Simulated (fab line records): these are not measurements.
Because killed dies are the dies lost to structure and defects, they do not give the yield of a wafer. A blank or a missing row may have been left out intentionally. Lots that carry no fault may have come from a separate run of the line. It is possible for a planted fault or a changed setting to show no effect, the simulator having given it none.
Which tool did it? -- flow sky130 -- 14 lots, 42 wafers sampled, at 2 steps of a route of 708

WHAT THE GAUGES SHOWED, per wafer
SKY_METAL5_RS_MEAS_05: the measuring method here is four-point-probe. Usual: METAL5_ALCU_RS 0.0270 ohm/sq, standard deviation 0.00035.
lot,measured,on,METAL5_ALCU_RS (ohm/sq),flag
L252,day 42 17:43,film-metro-02,0.0267 0.0274 0.0276,
L253,day 42 22:07,film-metro-04,0.0277 0.0274 0.0269,
L255,day 43 19:28,film-metro-04,0.0275 0.0275 0.0275,
L257,day 44 05:35,film-metro-02,0.0273 0.0274 0.0274,
L256,day 44 09:34,film-metro-01,0.0265 0.0270 0.0268,
L258,day 46 09:51,film-metro-02,0.0275 0.0273 0.0269,
L259,day 46 13:25,film-metro-04,0.0271 0.0274 0.0268,
L263,day 46 14:55,film-metro-04,0.0269 0.0265 0.0259,
L261,day 46 15:16,film-metro-04,0.0269 0.0274 0.0275,
L267,day 46 17:23,film-metro-02,0.0272 0.0263 0.0270,
L271,day 47 16:00,film-metro-02,0.0264 0.0271 0.0270,
L272,day 47 18:13,film-metro-02,0.0273 0.0277 0.0271,
L273,day 47 21:34,film-metro-01,0.0268 0.0268 0.0266,
L274,day 49 02:11,film-metro-01,0.0267 0.0271 0.0271,

TOOL THAT RAN EACH LOT (tool first, then ch and the chambers of the sampled wafers, then the start)
lot,SKY_METAL4_DESCUM_15
L252,"rie-metal-01 ch 0, day 41 15:38"
L253,"rie-metal-03 ch 1, day 41 19:28"
L255,"rie-metal-02 ch 0,1, day 42 16:20"
L257,"rie-metal-01 ch 0,1, day 43 03:38"
L256,"rie-metal-01 ch 0,1, day 43 08:40"
L258,"rie-metal-01 ch 0, day 45 10:24"
L259,"rie-metal-01 ch 0,1, day 45 13:40"
L263,"rie-metal-02 ch 1, day 45 14:02"
L261,"rie-metal-01 ch 0,1, day 45 15:34"
L267,"rie-metal-02 ch 1, day 45 17:43"
L271,"rie-metal-03 ch 0,1, day 46 17:25"
L272,"rie-metal-02 ch 1, day 46 18:26"
L273,"rie-metal-01 ch 0,1, day 46 23:04"
L274,"rie-metal-03 ch 0,1, day 48 04:07"
- SKY_METAL4_DESCUM_15: chemistry O2, time 8 s.

AS READ BY THE TOOLS THEMSELVES (means over the sampled wafers that have a number; for cases with no such wafer, the mark the record gives instead)
SKY_METAL4_DESCUM_15. Usual: drypump-motor-current-A 6.0 A, standard deviation 0.71; he-backside-leak-sccm 3.4 sccm, standard deviation 0.43; oes-product-au 0.997 a.u., standard deviation 0.012; temp-c 39.99 C, standard deviation 0.11.
lot,tool,drypump-motor-current-A (A),he-backside-leak-sccm (sccm),oes-product-au (a.u.),temp-c (C),flag
L252,rie-metal-01,6.8,3.5,0.998,39.89,
L253,rie-metal-03,6.0,3.1,1.015,39.95,
L255,rie-metal-02,5.8,3.5,0.972,40.14,
L257,rie-metal-01,6.1,3.4,0.986,39.96,
L256,rie-metal-01,5.5,3.2,0.993,39.99,
L258,rie-metal-01,6.8,3.6,0.995,40.05,
L259,rie-metal-01,6.1,3.5,0.994,39.86,
L263,rie-metal-02,6.5,3.3,1.000,39.88,
L261,rie-metal-01,5.5,3.4,0.992,39.97,
L267,rie-metal-02,6.5,3.3,0.997,39.90,
L271,rie-metal-03,6.0,3.1,1.012,39.80,
L272,rie-metal-02,6.5,3.5,1.004,40.02,
L273,rie-metal-01,6.1,3.5,0.987,39.93,
L274,rie-metal-03,6.0,3.8,1.003,40.02,

THE ANSWER, worked out from the rows above alone
Rule: take the mean of a lot's wafers that have a number; if it is more than 3 standard deviations from the usual mean, the lot is off. A lot without any number at a reading at which 4 lots or more have one is off too. The other lots that the step has rows for count as sound. First the gauges in route order, then the tools' own readings, where a lot's mean is used as printed above. The first step at which some lot is off is used, and at that step the reading that is off furthest; a lot without a number counts as furthest.
Across all readings shown, no lot is off: no conclusion can be drawn from this.

WHAT THE SIMULATOR HAD PUT IN
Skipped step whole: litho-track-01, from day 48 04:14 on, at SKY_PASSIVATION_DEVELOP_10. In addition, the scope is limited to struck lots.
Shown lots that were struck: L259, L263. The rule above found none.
